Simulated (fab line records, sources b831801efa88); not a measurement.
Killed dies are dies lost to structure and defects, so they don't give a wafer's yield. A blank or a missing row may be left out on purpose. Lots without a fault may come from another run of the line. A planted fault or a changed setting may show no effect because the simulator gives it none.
A struck lot beside a sound one | flow sky130 | 37 steps out of a route of 708
Sound: wafers L597.1, L597.2, L597.6. Struck: wafers L609.1, L609.2, L609.6. The cause comes at the end.
At each step with rows: each side's tool, then ch and its chambers, then its first start. Under that, the readings that differ: sound wafers | struck wafers | difference of the means | sigmas: that difference in standard deviations of wafers without a fault.
alike: readings whose means differ by less than 2 such deviations, and words and numbers that are the same on both sides. not compared: withheld readings, readings that some wafer has no value for, bounds like >300 that may hide the same value, and numbers for which the record gives no deviation and whose values overlap.
The two part at a step that has a row with sigmas, a row that says differs or no value, or rows on one side only. Numbers that don't overlap but have no deviation are shown without sigmas and don't part them. A reading that every wafer of one side lacks parts them only if that side has two wafers or more.

first, 10 steps without rows for these wafers: SKY_LDD_LDN_SOFTBAKE_03 (time 60 s); SKY_LDD_LDN_EXPOSE_04 (exposes mask LDNTM, target cd 700 nm); SKY_LDD_LDN_PEB_05; SKY_LDD_LDN_DEVELOP_06 (develop time 60 s); SKY_LDD_LDN_IMPLANT_08; SKY_LDD_LDN_IMPLANT_09; SKY_LDD_LDN_IMPLANT_10; SKY_LDD_LDN_IMPLANT_11; SKY_LDD_LDN_STRIP_12 (strips in O2/N2); SKY_LDD_LDN_CLEAN_14 (cleans in SC1/SC2, time 150 s).
SKY_SPACER_CVD_00: deposits Si3N4 from DCS/NH3, target thk 43.1 nm, time 740 s.
  sound on lpcvd-02 ch 0, day 25 18:24; struck on lpcvd-02 ch 1, day 29 23:25
  reading                                  | sound             | struck            | difference | sigmas
  model.Si3N4_of_SPACER_CVD_00.thk_nm (nm) | 43.41 43.63 43.87 | 49.15 48.85 48.66 | +5.25      |
  alike: spike_tc_lower_C, spike_tc_top_C, zone_power_upper_pct
SKY_SPACER_THK_MEAS_01:
  sound on film_metro-01, day 25 19:37; struck on film_metro-01, day 30 00:51
  reading                | sound          | struck         | difference | sigmas
  SPACER_CVD_00_THK (nm) | 43.4 43.7 43.9 | 49.2 48.9 48.6 | +5.2       | +13
  not compared: hold
SKY_SPACER_ETCHBACK_02: etches Si3N4 in CH3F/O2, stops on SiO2, time 46.7 s, target depth 45 nm.
  sound on rie_diel-03 ch 0,3, day 25 19:40; struck on rie_diel-02 ch 1,2,3, day 30 05:43
  reading                  | sound             | struck                                                                     | difference                   | sigmas
  hold                     | - - -             | await_dispo/4.8h/release await_dispo/4.8h/release await_dispo/4.8h/release | no value on the sound wafers |
  oes_product_au (a.u.)    | 0.862 0.850 0.858 | 0.922 0.909 0.914                                                          | +0.058                       | +10
  model.etch.depth_nm (nm) | 43.41 43.63 43.87 | 49.15 48.85 48.66                                                          | +5.25                        |
  alike: drypump_motor_current_A, throttle_valve_pct
  not compared: rf_hours_counter_h
then, 22 steps without rows for these wafers: SKY_POLY_CUT_DEHYDRATE_00 (time 60 s); SKY_POLY_CUT_HMDS_01 (prime time 60 s); SKY_POLY_CUT_COAT_02 (resist thk 60 nm); SKY_POLY_CUT_COAT_03 (resist thk 450 nm); SKY_POLY_CUT_SOFTBAKE_04 (time 90 s); SKY_POLY_CUT_EXPOSE_05 (exposes mask NPCM, target cd 270 nm); SKY_POLY_CUT_PEB_06; SKY_POLY_CUT_DEVELOP_07 (develop time 60 s); SKY_POLY_CUT_ETCH_10 (etches BARC in N2/H2, stops on SiO2, time 45.9 s, target depth 60 nm); SKY_POLY_CUT_ETCH_11 (etches Si3N4 in CF4/CH2F2/Ar, stops on poly-Si, time 42.5 s, target depth 60 nm); SKY_POLY_CUT_STRIP_12 (strips in O2/N2); SKY_SD_P_DEHYDRATE_00 (time 60 s); SKY_SD_P_HMDS_01 (prime time 60 s); SKY_SD_P_COAT_02 (resist thk 1140 nm); SKY_SD_P_SOFTBAKE_03 (time 60 s); SKY_SD_P_EXPOSE_04 (exposes mask PSDM, target cd 380 nm); SKY_SD_P_PEB_05; SKY_SD_P_DEVELOP_06 (develop time 60 s); SKY_SD_P_IMPLANT_09; SKY_SD_P_STRIP_10 (strips in O2/N2); SKY_RES_XHIGH_DEHYDRATE_00 (time 60 s); SKY_RES_XHIGH_HMDS_01 (prime time 60 s).
-- the record jumps here: 4 days lie between the struck wafers' starts before and after (it left off in module RES_XHIGH and takes up again in module SALICIDE, whose first step shown is number 361 of the route) --
SKY_SALICIDE_CLEAN_00: cleans in HF-last, time 30 s.
  sound on wet_bench-03 ch 0, day 30 14:55; struck on wet_bench-02 ch 2, day 34 14:30
  reading                                  | sound            | struck            | difference | sigmas
  model.Si3N4_of_SPACER_CVD_00.thk_nm (nm) | 42.44 42.66 42.9 | 48.17 47.87 47.67 | +5.24      |
-- the record jumps here: 16 days lie between the struck wafers' starts before and after (it left off in module SALICIDE and takes up again in module PAD_OPEN, whose first step shown is number 708 of the route) --
SKY_PAD_OPEN_PROBE_99:
  sound on prober-02, day 47 19:22; struck on prober-02, day 50 10:20
  reading                                 | sound             | struck            | difference | sigmas
  model.etest.pfet_01v8.r_on_ohm_um       | 2924 2817 2848    | 3030 3153 3082    | +225       |
  model.etest.sonos_uncharged.r_on_ohm_um | 826.5 830.8 805.5 | 843.2 839.2 854.1 | +24.6      |
  model.etest.pfet_01v8.drive_ua_um       | 191.7 199.5 195.1 | 185 177.2 180.8   | -14        |
  model.etest.pfet_01v8_hvt.drive_ua_um   | 143.3 147.9 146.1 | 138.1 130.3 132.5 | -12.1      |
  alike: killed_at_M0_to_M3, killed_at_M4_up, killed_at_contacts, killed_at_front_end, killed_at_other, killed_dies, killed_open, killed_short
  not compared: model.etest.sram_pfet_latch.drive_ua_um

WHERE THEY PART
First at SKY_SPACER_THK_MEAS_01; last, within this record, at SKY_SPACER_ETCHBACK_02. Later steps at which nothing parts them and some readings are alike: SKY_PAD_OPEN_PROBE_99.

WHY: what the simulator had put in
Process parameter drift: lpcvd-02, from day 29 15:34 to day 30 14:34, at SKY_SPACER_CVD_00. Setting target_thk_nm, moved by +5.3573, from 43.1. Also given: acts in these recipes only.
